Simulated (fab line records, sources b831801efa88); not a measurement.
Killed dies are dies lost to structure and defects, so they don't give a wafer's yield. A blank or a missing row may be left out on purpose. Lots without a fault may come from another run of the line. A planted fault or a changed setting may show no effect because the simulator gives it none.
A sampling plan put to the test | flow sky130 | one fab line, 16 faults that these records tell of, each judged on the records of the lots that it struck
The plan is the line's own looks: the steps of the route at which a gauge or an inspection reads the wafer and doesn't change it. A look can be judged if struck wafers have a number there and the file gives its usual mean and standard deviation on fault-free wafers. Caught: at a look after the fault's first step, the mean of the struck wafers lies 4 or more of those standard deviations (sigma) from the usual mean. On the tool: the same test on the tool's own readings at the fault's steps. Another recipe on the struck wafers, or a record that is blank for them alone, also counts as caught.

THE FAULTS, as the simulator had put them in
1. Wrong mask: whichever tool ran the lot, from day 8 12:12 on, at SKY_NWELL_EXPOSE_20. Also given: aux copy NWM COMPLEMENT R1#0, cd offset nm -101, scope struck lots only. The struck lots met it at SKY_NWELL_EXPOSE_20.
2. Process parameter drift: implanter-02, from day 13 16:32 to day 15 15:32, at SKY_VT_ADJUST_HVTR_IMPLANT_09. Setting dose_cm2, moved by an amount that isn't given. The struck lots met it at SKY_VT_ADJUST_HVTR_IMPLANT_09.
3. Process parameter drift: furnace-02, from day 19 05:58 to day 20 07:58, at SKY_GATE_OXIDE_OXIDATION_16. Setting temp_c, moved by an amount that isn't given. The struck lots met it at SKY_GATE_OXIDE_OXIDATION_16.
4. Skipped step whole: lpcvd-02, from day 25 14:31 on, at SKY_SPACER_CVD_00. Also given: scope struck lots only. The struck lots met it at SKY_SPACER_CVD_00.
5. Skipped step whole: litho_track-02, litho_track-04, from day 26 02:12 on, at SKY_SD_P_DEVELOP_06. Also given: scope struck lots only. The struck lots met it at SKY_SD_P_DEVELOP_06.
6. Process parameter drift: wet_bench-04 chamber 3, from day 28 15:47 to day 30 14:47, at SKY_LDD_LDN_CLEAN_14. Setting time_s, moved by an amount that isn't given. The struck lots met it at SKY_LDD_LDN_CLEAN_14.
7. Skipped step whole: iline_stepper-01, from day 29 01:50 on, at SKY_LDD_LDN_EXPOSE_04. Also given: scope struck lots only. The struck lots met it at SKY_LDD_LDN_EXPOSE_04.
8. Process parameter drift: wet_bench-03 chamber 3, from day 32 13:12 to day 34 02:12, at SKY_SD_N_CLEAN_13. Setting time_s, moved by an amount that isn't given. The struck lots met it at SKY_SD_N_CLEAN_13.
9. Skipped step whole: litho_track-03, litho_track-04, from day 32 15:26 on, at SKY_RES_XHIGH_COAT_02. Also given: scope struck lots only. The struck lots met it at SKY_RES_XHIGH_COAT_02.
10. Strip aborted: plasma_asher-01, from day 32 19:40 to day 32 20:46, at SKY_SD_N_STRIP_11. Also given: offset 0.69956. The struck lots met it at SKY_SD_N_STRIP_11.
11. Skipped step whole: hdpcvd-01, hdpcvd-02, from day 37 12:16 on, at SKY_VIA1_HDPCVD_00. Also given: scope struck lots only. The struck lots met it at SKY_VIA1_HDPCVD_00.
12. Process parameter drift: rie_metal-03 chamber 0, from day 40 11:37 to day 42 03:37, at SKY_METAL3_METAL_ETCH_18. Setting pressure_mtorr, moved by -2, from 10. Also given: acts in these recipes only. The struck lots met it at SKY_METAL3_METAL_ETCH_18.
13. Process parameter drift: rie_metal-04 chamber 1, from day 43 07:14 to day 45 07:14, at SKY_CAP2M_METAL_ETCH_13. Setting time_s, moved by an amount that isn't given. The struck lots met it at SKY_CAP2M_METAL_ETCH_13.
14. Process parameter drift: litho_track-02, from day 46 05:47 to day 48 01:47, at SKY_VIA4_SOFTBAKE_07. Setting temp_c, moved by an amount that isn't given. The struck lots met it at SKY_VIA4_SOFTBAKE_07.
15. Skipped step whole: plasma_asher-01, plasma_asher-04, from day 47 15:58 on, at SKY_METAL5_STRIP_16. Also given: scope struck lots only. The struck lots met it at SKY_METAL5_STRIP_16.
16. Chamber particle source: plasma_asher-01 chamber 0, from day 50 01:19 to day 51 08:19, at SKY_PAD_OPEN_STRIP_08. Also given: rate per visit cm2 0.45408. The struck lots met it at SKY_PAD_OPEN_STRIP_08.

WHAT THE PLAN SAW
fault | on the tool itself                               | first look that catches it                      | reading, sigma | median hours from its first step to that look | hours from the fault's start to the first struck lot there | judged looks passed uncaught
1     | no reading that can be judged                    | no look after it can be judged                  | -              | -                                             | -                                                          | 0
2     | dose_ions_cm2 -13 sigma                          | not the one look that can be judged after it    | -              | -                                             | -                                                          | 1
3     | tube_center_temp_C +69 sigma                     | not the one look that can be judged after it    | -              | -                                             | -                                                          | 1
4     | the tool's record is blank for the struck wafers | no look after it can be judged                  | -              | -                                             | -                                                          | 0
5     | the tool's record is blank for the struck wafers | no look after it can be judged                  | -              | -                                             | -                                                          | 0
6     | run_length_s -23 sigma                           | not the one look that can be judged after it    | -              | -                                             | -                                                          | 1
7     | no reading that can be judged                    | not the one look that can be judged after it    | -              | -                                             | -                                                          | 1
8     | run_length_s -30 sigma                           | not the one look that can be judged after it    | -              | -                                             | -                                                          | 1
9     | the tool's record is blank for the struck wafers | none of the 2 looks that can be judged after it | -              | -                                             | -                                                          | 2
10    | oes_product_au -42 sigma                         | no look after it can be judged                  | -              | -                                             | -                                                          | 0
11    | the tool's record is blank for the struck wafers | no look after it can be judged                  | -              | -                                             | -                                                          | 0
12    | chamber_pressure_mTorr -99 or beyond sigma       | no look after it can be judged                  | -              | -                                             | -                                                          | 0
13    | run_length_s -10 sigma                           | no look after it can be judged                  | -              | -                                             | -                                                          | 0
14    | heater_power_total_W +42 sigma                   | no look after it can be judged                  | -              | -                                             | -                                                          | 0
15    | the tool's record is blank for the struck wafers | no look after it can be judged                  | -              | -                                             | -                                                          | 0
16    | under 2 sigma                                    | no look after it can be judged                  | -              | -                                             | -                                                          | 0
A dash: the fault isn't caught, or these records don't give the number.

Caught at a look: 0 of 16. Caught on the tool: 13 of 16. By one or the other: 13 of 16.
Caught on the tool alone: faults 2, 3, 4, 5, 6, 8, 9, 10, 11, 12, 13, 14, 15.
Caught by neither: faults 1, 7, 16.
